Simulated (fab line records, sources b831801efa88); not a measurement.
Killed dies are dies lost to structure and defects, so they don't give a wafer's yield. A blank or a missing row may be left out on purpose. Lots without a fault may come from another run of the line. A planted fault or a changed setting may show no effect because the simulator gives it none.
Split-lot experiment | flow sfq_line | 5 lots, 23 wafers read, on a route of 325 steps

THE SPLIT
At SFQ_TRILAYER_M5_LITHO_EXPOSE_124 (exposes mask M5, target cd 700 nm), the setting dose_mj was moved away from the recipe's 14.4 on 8 of the 23 wafers read, by -5.1% to +3.9%. The other wafers ran this setting at the recipe's value.

FROM THE SPLIT TO THE READING: what the file shows between them, 3 steps
- SFQ_TRILAYER_M5_LITHO_PEB_126: peb time 60 s
- SFQ_TRILAYER_M5_LITHO_DEVELOP_125: time 60 s
- SFQ_TRILAYER_M5_BARC_OPEN_METAL_ETCH_161: etches BARC in O2, target depth 125 nm, time 41.7 s

THE READING
M5.cd_nm (the simulator's own value, which no gauge read), in nm, at SFQ_TRILAYER_M5_ETCH_METAL_ETCH_126 (etches Nb in Cl2/BCl3, stops on SiO2, time 203.2 s, target depth 265 nm). The file gives no usual value for it. The 15 wafers here that ran the recipe average 699.0 nm, standard deviation 2.3 nm.

wafer  | tool, chamber at the split | dose_mj as run | against the recipe | M5.cd_nm, nm | against lot-mates on the recipe
L074.1 | krf_scanner-01, 0          | 14.4           | recipe             | 701.2        | -
L074.2 | krf_scanner-01, 0          | 14.96          | +3.9%              | 696.3        | -5.8
L074.4 | krf_scanner-01, 0          | 14.96          | +3.9%              | 695.6        | -6.4
L074.5 | krf_scanner-01, 0          | 14.96          | +3.9%              | 696.1        | -5.9
L074.6 | krf_scanner-01, 0          | 14.4           | recipe             | 702.9        | -
L078.1 | krf_scanner-02, 0          | 14.4           | recipe             | 696.5        | -
L078.3 | krf_scanner-02, 0          | 14.4           | recipe             | 698.3        | -
L078.4 | krf_scanner-02, 0          | 14.4           | recipe             | 694.3        | -
L081.1 | krf_scanner-02, 0          | 14.7           | +2.1%              | 696.2        | -5.4
L081.2 | krf_scanner-02, 0          | 14.7           | +2.1%              | 696.4        | -5.2
L081.3 | krf_scanner-02, 0          | 14.4           | recipe             | 700          | -
L081.4 | krf_scanner-02, 0          | 14.4           | recipe             | 703.3        | -
L081.5 | krf_scanner-02, 0          | 14.7           | +2.1%              | 697          | -4.6
L083.1 | krf_scanner-02, 0          | 14.4           | recipe             | 698.9        | -
L083.3 | krf_scanner-02, 0          | 13.66          | -5.1%              | 708.9        | +9.2
L083.4 | krf_scanner-02, 0          | 13.66          | -5.1%              | 706.8        | +7.1
L083.5 | krf_scanner-02, 0          | 14.4           | recipe             | 700.6        | -
L083.6 | krf_scanner-02, 0          | 14.4           | recipe             | 699.5        | -
L082.1 | krf_scanner-02, 0          | 14.4           | recipe             | 698.2        | -
L082.2 | krf_scanner-02, 0          | 14.4           | recipe             | 698.9        | -
L082.3 | krf_scanner-02, 0          | 14.4           | recipe             | 697          | -
L082.4 | krf_scanner-02, 0          | 14.4           | recipe             | 697.8        | -
L082.6 | krf_scanner-02, 0          | 14.4           | recipe             | 697.5        | -

THE FIT
A straight line over all 23 wafers: M5.cd_nm changes by -1.3 nm for each +1% of dose_mj; r = -0.81; the points scatter about the line by 2.2 nm.
The same after taking each lot's own level away (the mean of its wafers on the recipe; 23 wafers): -1.67 nm for each +1%; r = -0.95; scatter 1.2 nm.
On that fit, the largest move of dose_mj shifts the reading by 8.6 nm.
The lots' own levels span 696.37 to 702.05 nm, that is 2.5 times the standard deviation above.
So the lot-to-lot level changes the slope: the two fits differ.
Check: with one of the wafers moved furthest among these (-5.1%) left out of the fit, the line predicts +7.96 nm for it against its lot-mates. It came out at +9.23 nm against them.

OTHER SPLITS ON THESE WAFERS
These wafers also went through other splits before the reading. Each is held against what the fit with the lots' levels taken away leaves over:
other split on the same wafers                   | wafers away from the commonest value | r with M5.cd_nm (lot level and that fit taken away)
SFQ_TRILAYER_I2_VIA_LITHO_COAT_072 spin_rpm      | 5                                    | +0.02
SFQ_TRILAYER_M3_DEP_SPUTTER_073 time_s           | 7                                    | -0.34
SFQ_TRILAYER_M3_LITHO_EXPOSE_076 dose_mj         | 5                                    | -0.30
SFQ_TRILAYER_M3_ETCH_METAL_ETCH_078 icp_w        | 5                                    | -0.16
SFQ_TRILAYER_I3_VIA_LITHO_COAT_085 resist_thk_nm | 8                                    | -0.31
SFQ_TRILAYER_M4_LITHO_COAT_098 spin_rpm          | 8                                    | -0.22
SFQ_TRILAYER_I4_VIA_LITHO_COAT_103 spin_rpm      | 7                                    | -0.30
SFQ_TRILAYER_JJ_TRILAYER_DEP_SPUTTER_109 power_w | 7                                    | -0.01
SFQ_TRILAYER_JJ_CE_LITHO_COAT_114 resist_thk_nm  | 6                                    | +0.14
SFQ_TRILAYER_JJ_CE_ETCH_RIE_118 bias_w           | 10                                   | +0.02

THE WHOLE CHAIN: every reading that the file lists as answering this split, in the file's order
step                                     | what it does                                                            | reading                                                   | change (the file's fit)              | r (the file's)
SFQ_TRILAYER_M5_BARC_OPEN_METAL_ETCH_161 | etches BARC in O2, target depth 125 nm, time 41.7 s                     | M5.cd_nm (the simulator's own value, which no gauge read) | -1.57 nm for each +1% of the setting | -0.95
SFQ_TRILAYER_M5_ETCH_METAL_ETCH_126      | etches Nb in Cl2/BCl3, stops on SiO2, time 203.2 s, target depth 265 nm | M5.cd_nm (the simulator's own value, which no gauge read) | -1.66 nm for each +1% of the setting | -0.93

THE FILE'S OWN FIT
M5.cd_nm changes by -1.66 nm for each +1% of dose_mj, r = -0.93.
